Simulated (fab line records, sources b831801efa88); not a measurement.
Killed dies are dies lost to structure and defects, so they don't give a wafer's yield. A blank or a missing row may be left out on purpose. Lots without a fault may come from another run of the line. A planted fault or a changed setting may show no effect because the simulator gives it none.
fab line records | flow gf180mcu
record lots=13 wafers=39 last_day=34
route steps=602 shown PSD@261 NSD@262 V3@450 V5@544
lots that met no fault: from a run of the same line without faults
start_h: hours from the record's first day to the start of the lot's first wafer shown | wait_h: hours since the lot's step before | " the same as in the row above | L1.1+2: a row that stands for several wafers | - no value, or no start given | * or withheld: withheld | < > ~ a bound
route shown NAME@n: a module of which the file shows steps, and the number in the route of the first | usual: mean/standard deviation of fault-free wafers | same: alike in all rows | chamber/n: place in a boat | sites: the reading at each site | _std_site: their standard deviation | _edge_site: outer sites' mean less inner sites' | radius_mm: how far each site lies from the wafer's centre | mask NAME#n: copy n | behind: the tool/chamber that last shaped the wafer | hold: why the lot was held/for how many hours/how that ended | device: the transistor (n, p or np) that didn't switch | end of line: the same wafers' tests at the end of the route | a step without rows: its recipe alone | killed: dies lost to structure and defects at the first sort, not the wafer's yield | map: a wafer's dies, x killed, . not, _ none there
set.NAME: the setting as run; set.NAME@STEP: as run at that earlier step | model.NAME: the simulator's own value behind a step, which no gauge read
steps of the route over a sample of lots; a table a step, a row a wafer
services: from which hour (start_h, from the record's first day; less than 0 if before it) a tool's chamber was out of use, for how many hours, and why
## steps
# step GF_PSD_RTA_13
# recipe temp_c=1025 time_s=20 ambient=N2
# usual lamp_power_pct=29.2/1.1 run_length_s=48.26/0.19 wafer_temp_C_max=1028.7/1.4
# columns lot.wafer tool chamber start_h wait_h lamp_power_pct run_length_s wafer_temp_C_max
L129.2 rtp_anneal-02 0 337.02 0.0 28.0 48.81 1032.1
L129.4 " 0 " " 28.0 48.21 1029.8
L129.6 " 0 " " 28.0 48.58 1030.9
L130.1 rtp_anneal-02 0 342.80 0.0 28.1 48.26 1030.9
L130.4 " 0 " " 28.0 48.43 1031.9
L130.5 " 0 " " 28.1 48.17 1028.4
L131.1 rtp_anneal-01 0 349.10 0.0 30.3 48.00 1027.4
L131.3 " 0 " " 30.3 48.16 1027.8
L131.4 " 0 " " 30.3 47.97 1027.4
L132.3 rtp_anneal-01 0 361.53 0.0 30.2 48.33 1026.5
L132.5 " 0 " " 30.2 48.19 1028.3
L132.6 " 0 " " 30.2 48.18 1027.1
L133.2 rtp_anneal-02 0 370.11 0.0 28.0 48.65 1029.6
L133.3 " 0 " " 28.0 48.35 1029.9
L133.5 " 0 " " 28.0 48.33 1029.8
L134.3 rtp_anneal-01 0 380.53 0.0 30.3 48.06 1027.7
L134.4 " 0 " " 30.3 48.22 1028.6
L134.6 " 0 " " 30.3 48.30 1028.3
L139.1 rtp_anneal-02 0 420.05 0.0 28.0 48.48 1031.4
L139.2 " 0 " " 28.0 48.50 1031.3
L139.4 " 0 " " 28.0 48.21 1029.3
L142.1 rtp_anneal-01 0 444.35 0.0 30.3 48.15 1026.9
L142.5 " 0 " " 30.3 48.20 1027.0
L142.6 " 0 " " 30.3 48.02 1027.1
L144.1 rtp_anneal-01 0 463.55 0.0 30.3 47.97 1027.9
L144.3 " 0 " " 30.3 48.04 1027.4
L144.4 " 0 " " 30.3 48.19 1027.5
L146.4 rtp_anneal-01 0 478.84 0.0 30.3 48.35 1027.4
L146.5 " 0 " " 30.3 48.06 1026.7
L146.6 " 0 " " 30.3 48.22 1028.4
L147.1 rtp_anneal-01 0 489.25 0.0 30.2 57.92 1028.2
L147.5 " 0 " " 30.3 57.50 1027.0
L147.6 " 0 " " 30.3 57.71 1027.8
L148.1 rtp_anneal-01 0 497.15 0.0 30.3 57.70 1028.5
L148.3 " 0 " " 30.3 58.07 1027.8
L148.6 " 0 " " 30.2 57.82 1027.8
L150.1 rtp_anneal-02 0 508.20 0.0 28.0 48.17 1029.5
L150.3 " 0 " " 28.1 48.38 1030.1
L150.4 " 0 " " 28.0 48.57 1030.4
# step GF_PSD_RS_MEAS_14
# recipe thk_meas_gauge=four-point-probe
# usual NSD_RS=46.09/0.08
# columns lot.wafer tool chamber start_h wait_h NSD_RS[ohm/sq]
L129.2 film_metro-02 - 337.11 0.1 45.99
L129.4 " - " " 45.94
L129.6 " - " " 46.04
L130.1 film_metro-03 - 342.88 0.1 46.22
L130.4 " - " " 46.09
L130.5 " - " " 46.14
L131.1 film_metro-03 - 349.18 0.1 45.99
L131.3 " - " " 46.09
L131.4 " - " " 45.98
L132.3 film_metro-02 - 361.63 0.1 46.06
L132.5 " - " " 45.98
L132.6 " - " " 45.97
L133.2 film_metro-03 - 370.20 0.1 46.13
L133.3 " - " " 46.17
L133.5 " - " " 46.10
L134.3 film_metro-03 - 380.63 0.1 46.14
L134.4 " - " " 46.19
L134.6 " - " " 46.19
L139.1 film_metro-02 - 420.13 0.1 46.06
L139.2 " - " " 46.08
L139.4 " - " " 45.92
L142.1 film_metro-02 - 444.43 0.1 46.11
L142.5 " - " " 46.19
L142.6 " - " " 46.13
L144.1 film_metro-01 - 463.63 0.1 46.00
L144.3 " - " " 46.14
L144.4 " - " " 46.10
L146.4 film_metro-01 - 478.94 0.1 45.96
L146.5 " - " " 46.00
L146.6 " - " " 46.05
L147.1 film_metro-01 - 489.33 0.1 44.08
L147.5 " - " " 44.07
L147.6 " - " " 44.04
L148.1 film_metro-02 - 497.23 0.1 43.97
L148.3 " - " " 43.89
L148.6 " - " " 43.99
L150.1 film_metro-02 - 508.28 0.1 46.10
L150.3 " - " " 46.16
L150.4 " - " " 46.11
# step GF_PSD_RS_MEAS_15
# recipe thk_meas_gauge=four-point-probe
# usual PSD_RS=108.43/0.27
# columns lot.wafer tool chamber start_h wait_h PSD_RS[ohm/sq]
L129.2 film_metro-02 - 337.23 0.1 107.96
L129.4 " - " " 108.05
L129.6 " - " " 107.92
L130.1 film_metro-03 - 343.00 0.1 108.74
L130.4 " - " " 108.47
L130.5 " - " " 108.74
L131.1 film_metro-03 - 349.30 0.1 107.97
L131.3 " - " " 108.12
L131.4 " - " " 108.18
L132.3 film_metro-02 - 361.75 0.1 108.25
L132.5 " - " " 108.16
L132.6 " - " " 108.29
L133.2 film_metro-03 - 370.32 0.1 108.34
L133.3 " - " " 108.63
L133.5 " - " " 108.50
L134.3 film_metro-03 - 380.75 0.1 109.05
L134.4 " - " " 108.70
L134.6 " - " " 108.36
L139.1 film_metro-02 - 420.25 0.1 108.40
L139.2 " - " " 108.31
L139.4 " - " " 108.08
L142.1 film_metro-02 - 444.55 0.1 108.66
L142.5 " - " " 108.90
L142.6 " - " " 109.01
L144.1 film_metro-01 - 463.75 0.1 108.28
L144.3 " - " " 108.55
L144.4 " - " " 108.63
L146.4 film_metro-01 - 479.06 0.1 107.81
L146.5 " - " " 108.04
L146.6 " - " " 108.37
L147.1 film_metro-01 - 489.45 0.1 103.78
L147.5 " - " " 104.22
L147.6 " - " " 103.45
L148.1 film_metro-02 - 497.35 0.1 103.91
L148.3 " - " " 104.08
L148.6 " - " " 103.88
L150.1 film_metro-02 - 508.40 0.1 108.45
L150.3 " - " " 108.55
L150.4 " - " " 108.40
# step GF_V3_SPUTTER_21
# recipe material=Ti target_thk_nm=15 chamber_pressure_pa=5 power_w=2500 substrate_temp_c=200 time_s=80.02
# usual throttle_valve_pct=30.0/1.3
# columns lot.wafer tool chamber start_h wait_h throttle_valve_pct
L129.2 pvd_sputter-04 - 533.70 0.0 27.7
L129.4 " - " " 27.4
L129.6 " - " " 32.6
L130.1 pvd_sputter-04 - 541.26 0.0 32.6
L130.4 " - " " 30.4
L130.5 " - " " 27.9
L131.1 pvd_sputter-04 - 546.96 0.0 32.3
L131.3 " - " " 30.2
L131.4 " - " " 27.7
L132.3 pvd_sputter-01 - 559.90 0.0 31.8
L132.5 " - " " 31.5
L132.6 " - " " 29.9
L133.2 pvd_sputter-03 - 567.35 0.0 30.5
L133.3 " - " " 29.1
L133.5 " - " " 28.9
L134.3 pvd_sputter-04 - 578.55 0.0 27.4
L134.4 " - " " 32.5
L134.6 " - " " 32.3
L139.1 pvd_sputter-01 - 614.33 0.0 29.2
L139.2 " - " " 31.5
L139.4 " - " " 30.3
L142.1 pvd_sputter-03 - 635.76 0.0 30.6
L142.5 " - " " 30.3
L142.6 " - " " 29.0
L144.1 pvd_sputter-03 - 650.55 0.0 30.9
L144.3 " - " " 29.4
L144.4 " - " " 29.3
L146.4 pvd_sputter-01 - 665.70 0.0 30.3
L146.5 " - " " 29.2
L146.6 " - " " 30.3
L147.1 pvd_sputter-03 - 672.74 0.0 28.9
L147.5 " - " " 29.3
L147.6 " - " " 28.8
L148.1 pvd_sputter-01 - 679.20 0.0 30.0
L148.3 " - " " 29.2
L148.6 " - " " 29.9
L150.1 pvd_sputter-04 - 686.74 0.0 27.4
L150.3 " - " " 27.7
L150.4 " - " " 32.6
# step GF_V3_RS_MEAS_24
# recipe thk_meas_gauge=four-point-probe reads=W_of_V3_CVD_23+TiN_of_V3_SPUTTER_22+Ti_of_V3_SPUTTER_21
# usual V3_W_RS=0.331/0.0031
# columns lot.wafer tool chamber start_h wait_h V3_W_RS[ohm/sq]
L129.2 film_metro-02 - 533.93 0.1 0.331
L129.4 " - " " 0.333
L129.6 " - " " 0.329
L130.1 film_metro-02 - 541.47 0.1 0.330
L130.4 " - " " 0.327
L130.5 " - " " 0.328
L131.1 film_metro-03 - 547.17 0.1 0.335
L131.3 " - " " 0.334
L131.4 " - " " 0.330
L132.3 film_metro-02 - 560.15 0.1 0.334
L132.5 " - " " 0.336
L132.6 " - " " 0.333
L133.2 film_metro-02 - 567.58 0.1 0.325
L133.3 " - " " 0.327
L133.5 " - " " 0.329
L134.3 film_metro-04 - 578.80 0.1 0.331
L134.4 " - " " 0.332
L134.6 " - " " 0.329
L139.1 film_metro-04 - 614.54 0.1 0.331
L139.2 " - " " 0.331
L139.4 " - " " 0.334
L142.1 film_metro-04 - 635.97 0.1 0.333
L142.5 " - " " 0.332
L142.6 " - " " 0.330
L144.1 film_metro-02 - 650.76 0.1 0.334
L144.3 " - " " 0.333
L144.4 " - " " 0.329
L146.4 film_metro-03 - 665.97 0.1 0.329
L146.5 " - " " 0.328
L146.6 " - " " 0.329
L147.1 film_metro-02 - 672.95 0.1 0.331
L147.5 " - " " 0.338
L147.6 " - " " 0.326
L148.1 film_metro-04 - 679.41 0.1 0.327
L148.3 " - " " 0.329
L148.6 " - " " 0.327
L150.1 film_metro-03 - 686.95 0.1 0.331
L150.3 " - " " 0.326
L150.4 " - " " 0.329
# step GF_V5_CMP_04
# recipe material=SiO2 down_force_psi=4 platen_rpm=60 pad_velocity_m_s=0.94248
# usual motor_current_A=11.4/1.2
# columns lot.wafer tool chamber start_h wait_h motor_current_A
L129.4 cmp-02 2 625.67 0.0 10.1
L129.2 " 0 " " 12.2
L129.6 " 2 " " 9.3
L130.1 cmp-01 2 632.40 0.1 13.3
L130.4 " 1 " " 12.2
L130.5 " 3 " " 9.5
L131.4 cmp-01 2 636.82 0.1 13.9
L131.1 " 0 " " 12.3
L131.3 " 1 " " 12.1
L132.3 cmp-02 2 648.42 0.0 10.3
L132.5 " 2 " " 10.4
L132.6 " 3 " " 11.0
L133.3 cmp-02 1 655.74 0.1 11.0
L133.2 " 3 " " 11.2
L133.5 " 1 " " 11.6
L134.3 cmp-02 1 666.18 0.4 11.2
L134.4 " 2 " " 10.0
L134.6 " 3 " " 11.0
L139.1 cmp-02 1 698.94 0.3 11.9
L139.2 " 2 " " 10.1
L139.4 " 3 " " 10.8
L142.1 cmp-02 2 715.83 0.1 9.3
L142.5 " 2 " " 10.4
L142.6 " 3 " " 11.4
L144.4 cmp-02 1 730.54 0.1 11.6
L144.3 " 2 " " 10.5
L144.1 " 3 " " 11.2
L146.4 cmp-01 2 744.47 0.0 13.4
L146.6 " 2 " " 13.9
L146.5 " 3 " " 9.3
L147.1 cmp-01 0 751.60 0.1 11.8
L147.6 " 3 " " 10.2
L147.5 " 0 " " 11.3
L148.1 cmp-01 2 756.79 0.1 13.5
L148.3 " 0 " " 12.0
L148.6 " 2 " " 14.0
L150.4 cmp-01 0 762.84 0.0 11.5
L150.3 " 1 " " 11.7
L150.1 " 3 " " 8.9
## services
# columns tool chamber start_h hours kind
cmp-01 - 313.97 0.4 repair
cmp-02 - 384.67 3.9 pm
pvd_sputter-04 - 398.94 3.2 repair
pvd_sputter-01 - 400.45 1.4 repair
cmp-02 - 404.00 4.0 pm
pvd_sputter-01 - 412.27 0.6 repair
cmp-01 - 429.31 0.9 repair
pvd_sputter-01 - 438.60 2.9 repair
rtp_anneal-02 - 481.76 1.3 pm
cmp-02 - 499.91 1.3 repair
cmp-01 - 522.44 11.9 pm
cmp-01 - 572.16 4.0 pm
cmp-02 - 584.31 2.5 repair
cmp-02 - 615.49 6.6 pm
cmp-02 - 623.57 0.2 repair
cmp-01 - 658.66 8.7 repair
cmp-01 - 667.39 5.0 pm
cmp-02 - 677.44 0.4 repair
cmp-02 - 716.61 1.2 repair
cmp-02 - 719.49 1.3 repair
cmp-02 - 743.94 4.0 pm
cmp-02 - 753.67 4.6 pm
rtp_anneal-02 - 753.69 1.1 repair
pvd_sputter-04 - 755.28 8.2 repair
## key
first_sign step=GF_PSD_RTA_13 reading=run_length_s direction=up sigmas=49 usual=* struck=*
effect step=GF_PSD_RS_MEAS_14 reading=NSD_RS direction=down sigmas=26 usual=46.09 struck=44.01
effect step=GF_PSD_RS_MEAS_15 reading=PSD_RS direction=down sigmas=17 usual=108.43 struck=103.89
met_at GF_PSD_RTA_13
struck_lots L147,L148
tester_left_out L147,L148
not_acting_at GF_V3_SPUTTER_21,GF_V3_RS_MEAS_24,GF_V5_CMP_04
onset_between 478.84 489.25
fault kind=process_parameter_drift tool=rtp_anneal-01 chamber=- onset_h=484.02 steps=GF_PSD_RTA_13 channel=time_s offset=* shape=step end_h=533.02 acts_in=* stated=*
# tester_left_out: of these lots the tester's yield and bins aren't shown, on N5 and GAA mostly nor the transistor test; their killed dies are dies lost to structure and defects alone, not to doping, threshold or leakage, so they don't give the yield
